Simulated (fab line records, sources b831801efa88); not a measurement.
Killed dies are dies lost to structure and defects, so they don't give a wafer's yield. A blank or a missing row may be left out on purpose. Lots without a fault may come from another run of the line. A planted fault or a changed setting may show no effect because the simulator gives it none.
Chamber matching | flow sky130 | SKY_SPACER_ETCHBACK_02 on rie_diel-04: 4 sister chambers
The step etches Si3N4 in CH3F/O2, stops on SiO2, time 46.7 s, target depth 45 nm. 20 wafers are shown with their chamber, then 10 later ones without.

WAFERS WITH THEIR CHAMBER
wafer  | chamber | drypump_motor_current_A (A) | oes_product_au (a.u.) | throttle_valve_pct (%)
L075.1 | 3       | 4.7                         | 0.842                 | 10.564
L075.2 | 0       | 6.2                         | 0.846                 | 10.560
L075.6 | 0       | 6.3                         | 0.843                 | 10.580
L076.1 | 2       | 5.5                         | 0.842                 | 10.576
L076.3 | 3       | 4.7                         | 0.851                 | 10.557
L076.5 | 2       | 5.6                         | 0.853                 | 10.554
L077.1 | 3       | 4.7                         | 0.851                 | 10.572
L077.4 | 2       | 5.5                         | 0.856                 | 10.555
L077.6 | 1       | 6.1                         | 0.854                 | 10.555
L080.1 | 3       | 4.7                         | 0.859                 | 10.559
L080.4 | 1       | 6.1                         | 0.861                 | 10.564
L080.6 | 2       | 5.6                         | 0.862                 | 10.547
L081.1 | 2       | 5.6                         | 0.858                 | 10.565
L081.4 | 1       | 6.1                         | 0.863                 | 10.567
L081.6 | 3       | 4.7                         | 0.859                 | 10.552
L085.2 | 3       | 4.7                         | 0.847                 | 10.553
L085.4 | 1       | 6.1                         | 0.847                 | 10.576
L085.5 | 3       | 4.7                         | 0.845                 | 10.574
L089.1 | 1       | 6.1                         | 0.849                 | 10.560
L089.2 | 0       | 6.2                         | 0.848                 | 10.578

SIGNATURES (means of the wafers above)
reading                 | chamber 0 | chamber 1 | chamber 2 | chamber 3 | scatter within a chamber
drypump_motor_current_A | 6.233     | 6.100     | 5.560     | 4.700     | 0.0342
oes_product_au          | 0.84567   | 0.85480   | 0.85420   | 0.85057   | 0.00662
throttle_valve_pct      | 10.57267  | 10.56440  | 10.55940  | 10.56157  | 0.00956
Rule: a wafer's distance from a chamber is the root of the sum, over the readings, of the square of ((its reading less the chamber's mean) divided by the reading's scatter). The wafer belongs to the nearest chamber; if the next one is less than 2 further off, it can't be placed. The scatter: the root of (the sum of the squares of (reading less its chamber's mean) over the shown wafers, divided by (wafers less chambers)).

WAFERS WITHOUT THEIR CHAMBER
wafer  | drypump_motor_current_A (A) | oes_product_au (a.u.) | throttle_valve_pct (%)
L089.3 | 4.7                         | 0.843                 | 10.555
L090.2 | 4.7                         | 0.846                 | 10.560
L090.4 | 6.2                         | 0.845                 | 10.551
L090.6 | 5.5                         | 0.851                 | 10.559
L092.4 | 5.6                         | 0.861                 | 10.566
L092.5 | 4.7                         | 0.863                 | 10.555
L092.6 | 6.1                         | 0.856                 | 10.564
L094.1 | 4.7                         | 0.853                 | 10.555
L094.4 | 5.6                         | 0.849                 | 10.571
L094.5 | 5.6                         | 0.848                 | 10.557

WHICH CHAMBER EACH WENT THROUGH
wafer  | from the rows above     | in truth
L089.3 | 3                       | 3
L090.2 | 3                       | 3
L090.4 | can't be placed: 0 or 1 | 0
L090.6 | 2                       | 2
L092.4 | 2                       | 2
L092.5 | 3                       | 3
L092.6 | 1                       | 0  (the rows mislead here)
L094.1 | 3                       | 3
L094.4 | 2                       | 2
L094.5 | 2                       | 2
Placed correctly: 8 of 10. Can't be placed from these rows: 1 (the true chamber is among the candidates in 1). Placed wrongly: 1.
